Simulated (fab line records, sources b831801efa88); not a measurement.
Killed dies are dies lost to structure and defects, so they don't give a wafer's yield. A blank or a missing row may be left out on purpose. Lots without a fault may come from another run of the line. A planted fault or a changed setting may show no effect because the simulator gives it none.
Tool commonality check | flow sky130 | 15 lots, 45 wafers sampled

WHY IT WAS OPENED
At SKY_LDD_P_TW_MEAS_11 the reading LDD_P_TW is flagged on 3 of 15 lots. Wafers without a fault read 637, standard deviation 6.4.
Rule: a lot is flagged when every wafer of it that has a number lies more than 4 standard deviations from that mean, or none has a number. The other lots count as sound.

lot  | measured     | on            | LDD_P_TW, wafer by wafer | flag
L873 | day 18 21:44 | film_metro-04 | 641 640 640              |
L874 | day 19 08:25 | film_metro-04 | 637 640 643              |
L875 | day 19 18:50 | film_metro-01 | 627 620 625              |
L876 | day 20 01:43 | film_metro-01 | 628 631 628              |
L878 | day 21 20:20 | film_metro-02 | 642 641 639              |
L881 | day 22 19:46 | film_metro-02 | 640 637 641              |
L882 | day 23 11:23 | film_metro-01 | 632 629 629              |
L883 | day 23 12:52 | film_metro-04 | 644 644 644              |
L885 | day 23 16:33 | film_metro-04 | 647 644 644              |
L889 | day 24 16:40 | film_metro-02 | 637 640 635              |
L890 | day 25 01:50 | film_metro-04 | 2613 2606 2607           | FLAGGED
L891 | day 25 13:38 | film_metro-02 | 2606 2600 2593           | FLAGGED
L892 | day 26 03:07 | film_metro-01 | 2569 2547 2566           | FLAGGED
L895 | day 27 00:11 | film_metro-04 | 643 646 641              |
L894 | day 27 01:20 | film_metro-02 | 635 633 640              |
The numbers of the flagged lots are 2590 on average: +1953 against the usual, or +99 or more standard deviations.

WHICH TOOL RAN EACH LOT
The record holds 1 process step before the reading, out of a route of 708 steps. In each cell: the tool, then ch and the chambers that the sampled wafers went through, then the start.
lot  | flag    | SKY_LDD_N_COAT_02
L873 |         | litho_track-01 ch 0, day 17 00:46
L874 |         | litho_track-01 ch 0, day 17 11:46
L875 |         | litho_track-04 ch 0, day 17 22:12
L876 |         | litho_track-01 ch 0, day 18 03:55
L878 |         | litho_track-01 ch 0, day 19 20:37
L881 |         | litho_track-04 ch 0, day 20 21:21
L882 |         | litho_track-03 ch 0, day 21 13:11
L883 |         | litho_track-01 ch 0, day 21 13:25
L885 |         | litho_track-03 ch 0, day 21 19:01
L889 |         | litho_track-03 ch 0, day 22 18:31
L890 | FLAGGED | litho_track-01, day 23 04:55
L891 | FLAGGED | litho_track-03, day 23 14:59
L892 | FLAGGED | litho_track-03, day 24 04:31
L895 |         | litho_track-04 ch 0, day 25 01:44
L894 |         | litho_track-04 ch 0, day 25 02:20
What these steps do:
- SKY_LDD_N_COAT_02: resist thk 300 nm.
- SKY_LDD_P_TW_MEAS_11

FLAGGED OVER TOTAL, TOOL BY TOOL (the gauges that took the reading come last)
step                 | tool           | lots run | flagged | share of the flagged lots | sound lots run after its first flagged lot
SKY_LDD_N_COAT_02    | litho_track-01 | 6        | 1       | some                      | 0
SKY_LDD_N_COAT_02    | litho_track-03 | 5        | 2       | some                      | 0
SKY_LDD_N_COAT_02    | litho_track-04 | 4        | 0       | none                      | -
SKY_LDD_P_TW_MEAS_11 | film_metro-01  | 4        | 1       | some                      | 0
SKY_LDD_P_TW_MEAS_11 | film_metro-02  | 5        | 1       | some                      | 1 (L894)
SKY_LDD_P_TW_MEAS_11 | film_metro-04  | 6        | 1       | some                      | 1 (L895)

WHAT THE TABLE ALLOWS
No row of the table ran every flagged lot.

WHAT THE SIMULATOR HAD PUT IN
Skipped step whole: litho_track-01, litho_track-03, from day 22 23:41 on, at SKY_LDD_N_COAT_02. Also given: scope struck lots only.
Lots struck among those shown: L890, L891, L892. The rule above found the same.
